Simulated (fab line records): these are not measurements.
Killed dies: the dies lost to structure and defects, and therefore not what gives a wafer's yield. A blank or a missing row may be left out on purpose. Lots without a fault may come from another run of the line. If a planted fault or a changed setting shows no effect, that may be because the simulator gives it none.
Matching of chambers | flow sky130 | SKY_LI_CONTACT_ETCH_14 on rie diel-01: 4 sister chambers
The step etches BARC in N2/H2, stops on SiO2, time 45.9 s, target depth 60 nm. 18 wafers are shown with their chamber, then 9 later ones without.

== WAFERS, EACH WITH ITS CHAMBER ==
wafer  | chamber | drypump motor current A (A) | throttle valve pct (%) | oes product au (a.u.)
L075.3 | 3       | 5.8                         | 13.234                 | 0.858
L075.4 | 2       | 5.7                         | 13.227                 | 0.863
L075.5 | 0       | 6.6                         | 13.225                 | 0.861
L077.1 | 3       | 5.8                         | 13.232                 | 0.846
L077.2 | 0       | 6.6                         | 13.229                 | 0.854
L077.4 | 1       | 6.4                         | 13.215                 | 0.854
L079.2 | 1       | 6.4                         | 13.230                 | 0.856
L079.5 | 0       | 6.6                         | 13.226                 | 0.855
L079.6 | 1       | 6.4                         | 13.229                 | 0.852
L082.1 | 3       | 5.7                         | 13.221                 | 0.856
L082.4 | 0       | 6.7                         | 13.233                 | 0.860
L082.6 | 2       | 5.7                         | 13.209                 | 0.862
L084.1 | 1       | 6.4                         | 13.240                 | 0.851
L084.2 | 2       | 5.6                         | 13.219                 | 0.853
L084.3 | 3       | 5.7                         | 13.225                 | 0.853
L086.1 | 3       | 5.8                         | 13.233                 | 0.853
L086.2 | 0       | 6.6                         | 13.238                 | 0.855
L086.5 | 2       | 5.7                         | 13.216                 | 0.854

SIGNATURES, as means of the wafers listed above
reading                 | chamber 0 | chamber 1 | chamber 2 | chamber 3 | scatter within a chamber
drypump motor current A | 6.620     | 6.400     | 5.675     | 5.760     | 0.0443
throttle valve pct      | 13.23020  | 13.22850  | 13.21775  | 13.22900  | 0.00721
oes product au          | 0.85700   | 0.85325   | 0.85800   | 0.85320   | 0.00398
Rule: for each reading, subtract the chamber's mean from the wafer's reading, divide by that reading's scatter and square the result; add these up over the readings and take the root, which gives the wafer's distance from the chamber. If the next closest chamber is less than 2 further off than the closest, the wafer can't be placed; otherwise it belongs to the closest. The scatter is the square root of a quotient: the sum, over the shown wafers, of each reading's squared deviation from its chamber's mean, divided by wafers minus chambers.

== WAFERS MISSING THEIR CHAMBER ==
wafer  | drypump motor current A (A) | throttle valve pct (%) | oes product au (a.u.)
L088.1 | 5.6                         | 13.235                 | 0.850
L088.3 | 6.6                         | 13.216                 | 0.853
L088.6 | 6.6                         | 13.221                 | 0.857
L089.2 | 6.6                         | 13.236                 | 0.853
L089.3 | 6.4                         | 13.226                 | 0.853
L089.6 | 6.6                         | 13.213                 | 0.847
L091.1 | 5.7                         | 13.235                 | 0.852
L091.3 | 6.4                         | 13.236                 | 0.858
L091.5 | 5.7                         | 13.205                 | 0.852

== WHICH CHAMBER EACH WENT THROUGH ==
wafer  | from the rows above     | in truth
L088.1 | can't be placed: 2 or 3 | 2
L088.3 | 0                       | 0
L088.6 | 0                       | 0
L089.2 | 0                       | 0
L089.3 | 1                       | 1
L089.6 | can't be placed: 0 or 1 | 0
L091.1 | can't be placed: 3 or 2 | 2
L091.3 | 1                       | 1
L091.5 | can't be placed: 2 or 3 | 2
Correctly placed: 5 of 9. Can't be placed from these rows: 4 (the true chamber is among the candidates in 4). Number placed wrongly: 0.
